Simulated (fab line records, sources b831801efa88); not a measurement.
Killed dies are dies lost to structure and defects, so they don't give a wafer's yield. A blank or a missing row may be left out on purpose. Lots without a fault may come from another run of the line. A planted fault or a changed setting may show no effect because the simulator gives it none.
One fault seen from 2 desks | flow sky130 | each desk has only its own numbers; what lay behind them comes last

THE TOOL OWNER'S DESK: rtp_anneal-01
The tool's own readings at SKY_SD_N_RTA_14 (time 2 s): means of the sampled wafers that have a number, for each lot that ran on this tool. A lot is out of limits, marked OUT, if its mean lies more than 4 standard deviations from the usual mean; the brackets give that distance.
Columns: A = lamp_power_pct at SKY_SD_N_RTA_14, usual 15.73 %; B = wafer_temp_C_max at SKY_SD_N_RTA_14, usual 1078.1
lot  | first seen here | A                | B
L812 | day 27 22:17    | 15.74            | 1077.1
L814 | day 28 14:10    | 15.72            | 1078.9
L816 | day 29 14:10    | 15.69            | 1079.6
L825 | day 32 08:31    | 15.21 (-9.6) OUT | 1078.6
L826 | day 32 19:46    | 15.24 (-9.0) OUT | 1076.3
This desk's finding: out of limits on L825, L826; first on L825, day 32 08:31 (lamp_power_pct at SKY_SD_N_RTA_14). In limits: L812, L814, L816.

THE METROLOGY DESK
What the gauges read, lot by lot, whatever tool the lot ran on: means of the sampled wafers that have a number. A lot is out of limits, marked OUT, if its mean lies more than 4 standard deviations from the usual mean; the brackets give that distance.
Columns: A = SD_N_RS at SKY_SD_N_RS_MEAS_16, usual 68.49 ohm/sq; B = SD_P_RS at SKY_SD_N_RS_MEAS_17, usual 148.2 ohm/sq
lot  | first seen here | A               | B
L811 | day 27 16:07    | 68.42           | 148.0
L812 | day 27 22:29    | 68.57           | 148.3
L813 | day 28 01:16    | 68.67           | 148.7
L814 | day 28 14:20    | 68.47           | 147.8
L815 | day 28 22:23    | 68.56           | 148.0
L816 | day 29 14:21    | 68.43           | 148.0
L825 | day 32 08:42    | 70.56 (+19) OUT | 160.5 (+34) OUT
L826 | day 32 19:56    | 70.72 (+20) OUT | 160.6 (+34) OUT
L831 | day 35 18:58    | 68.56           | 148.5
L832 | day 35 19:44    | 68.57           | 148.6
L833 | day 36 02:01    | 68.56           | 148.2
This desk's finding: out of limits on L825, L826; first on L825, day 32 08:42 (SD_N_RS at SKY_SD_N_RS_MEAS_16). In limits: L811, L812, L813, L814, L815, L816, L831, L832, L833.

PUT TOGETHER
The tool owner's desk could have raised an alarm at day 32 08:31, on L825, L826.
The metrology desk could have raised an alarm at day 32 08:42, on L825, L826.
Of the lots named, all ran SKY_SD_N_RTA_14 on rtp_anneal-01.

WHAT THE SIMULATOR HAD PUT IN
Process parameter drift: rtp_anneal-01, from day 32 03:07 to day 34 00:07, at SKY_SD_N_RTA_14. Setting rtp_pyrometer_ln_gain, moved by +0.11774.
Lots struck among those shown: L825, L826.
Hours from the fault's start to each desk's first reading out of limits: the tool owner's desk, 5; the metrology desk, 6.
